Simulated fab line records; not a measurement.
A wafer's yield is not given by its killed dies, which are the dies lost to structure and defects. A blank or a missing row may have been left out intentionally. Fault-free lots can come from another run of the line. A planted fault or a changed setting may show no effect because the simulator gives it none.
Chamber matching || flow sky130 || 4 sister chambers for SKY_VIA1_ETCH_15 on rie-diel-03
The step etches SiO2 in C4F8/O2/Ar, stops on TiN, target depth 351 nm, time 54 s. 4 wafers are shown with their chamber, then 11 later ones without.

## EACH WAFER AND ITS CHAMBER
{"wafer": "L084.3", "chamber": 3, "oes-product-au (a.u.)": 0.981}
{"wafer": "L084.5", "chamber": 0, "oes-product-au (a.u.)": 0.979}
{"wafer": "L084.6", "chamber": 1, "oes-product-au (a.u.)": 0.982}
{"wafer": "L087.2", "chamber": 2, "oes-product-au (a.u.)": 0.990}

## WAFERS MISSING THEIR CHAMBER
{"wafer": "L087.3", "oes-product-au (a.u.)": 0.979}
{"wafer": "L087.5", "oes-product-au (a.u.)": 0.981}
{"wafer": "L093.3", "oes-product-au (a.u.)": 0.987}
{"wafer": "L093.4", "oes-product-au (a.u.)": 0.990}
{"wafer": "L093.5", "oes-product-au (a.u.)": 0.993}
{"wafer": "L092.1", "oes-product-au (a.u.)": 0.988}
{"wafer": "L092.3", "oes-product-au (a.u.)": 0.986}
{"wafer": "L092.4", "oes-product-au (a.u.)": 0.976}
{"wafer": "L096.1", "oes-product-au (a.u.)": 0.988}
{"wafer": "L096.2", "oes-product-au (a.u.)": 0.982}
{"wafer": "L096.3", "oes-product-au (a.u.)": 0.977}

## THE CHAMBER EACH PASSED THROUGH
{"wafer": "L087.3", "from the rows above": "can't be placed: 0 or 3 or 1", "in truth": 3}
{"wafer": "L087.5", "from the rows above": "can't be placed: 3 or 1 or 0", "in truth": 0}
{"wafer": "L093.3", "from the rows above": "can't be placed: 2 or 1 or 3", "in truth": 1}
{"wafer": "L093.4", "from the rows above": 2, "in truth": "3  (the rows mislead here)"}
{"wafer": "L093.5", "from the rows above": 2, "in truth": 2}
{"wafer": "L092.1", "from the rows above": "can't be placed: 2 or 1", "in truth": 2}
{"wafer": "L092.3", "from the rows above": "can't be placed: 1 or 2 or 3 or 0", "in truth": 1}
{"wafer": "L092.4", "from the rows above": "can't be placed: 0 or 3 or 1", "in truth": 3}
{"wafer": "L096.1", "from the rows above": "can't be placed: 2 or 1", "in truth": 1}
{"wafer": "L096.2", "from the rows above": "can't be placed: 1 or 3 or 0", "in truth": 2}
{"wafer": "L096.3", "from the rows above": "can't be placed: 0 or 3 or 1", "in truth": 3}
Placed correctly: 1 of 11. Cannot be placed on the basis of these rows: 9; the candidates contain the true chamber in 8. Wrongly placed: 1.
How it was worked out, from the rows above alone: a wafer's distance from a chamber is the root of the sum, over the readings, of the square of ((its reading less the chamber's mean) divided by the reading's scatter). The wafer belongs to the nearest chamber; if the next one is less than 2 further off, it can't be placed. A chamber's mean is the mean of its shown wafers. The scatter: root of mean squared gap, hidden wafer to nearest shown wafer, with one shown wafer a chamber.
